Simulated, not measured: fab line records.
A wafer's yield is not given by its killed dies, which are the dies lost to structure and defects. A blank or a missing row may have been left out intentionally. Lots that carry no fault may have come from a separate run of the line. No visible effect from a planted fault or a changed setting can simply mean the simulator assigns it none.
Matching of chambers    flow gf180mcu    4 sister chambers for GF_STI_CMP_25 on cmp-02
The step polishes, stops on Si3N4, t overpolish 33 s, target thk 524.6 nm. 8 wafers are shown with their chamber, then 7 later ones without.

## WAFERS PAIRED WITH THEIR CHAMBERS
wafer   chamber  motor current A (A)  time to endpoint s (s)
L647.4  0        8.0                  125
L650.1  3        12.5                 122
L650.3  2        10.6                 119
L650.6  3        12.3                 119
L652.3  0        8.9                  120
L652.6  1        12.7                 122
L658.2  1        12.6                 121
L658.3  2        10.5                 117

## WAFERS WITH NO CHAMBER GIVEN
wafer   motor current A (A)  time to endpoint s (s)
L658.5  8.4                  116
L659.4  13.1                 123
L659.5  10.7                 123
L659.6  12.5                 123
L665.1  9.1                  120
L665.3  12.1                 125
L665.4  10.7                 118

## CHAMBER TAKEN BY EACH
wafer   from the rows above      in truth
L658.5  0                        0
L659.4  can't be placed: 1 or 3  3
L659.5  2                        2
L659.6  can't be placed: 1 or 3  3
L665.1  0                        0
L665.3  can't be placed: 3 or 1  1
L665.4  2                        2
Placed correctly: 4 of 7. Not placeable from these rows: 3 (in 3, the candidates include the true chamber). Wrongly placed: 0.
How it was worked out, from the rows above alone: a wafer's distance from a chamber is the root of the sum, over the readings, of the square of ((its reading less the chamber's mean) divided by the reading's scatter). If the next closest chamber is less than 2 further off than the closest, the wafer can't be placed; otherwise it belongs to the closest. For every chamber, the mean is computed from those of its wafers that are shown. How the scatter is found: for the shown wafers, subtract from each reading the mean of its chamber, square and add these, divide the total by (wafers less chambers), then take the root.
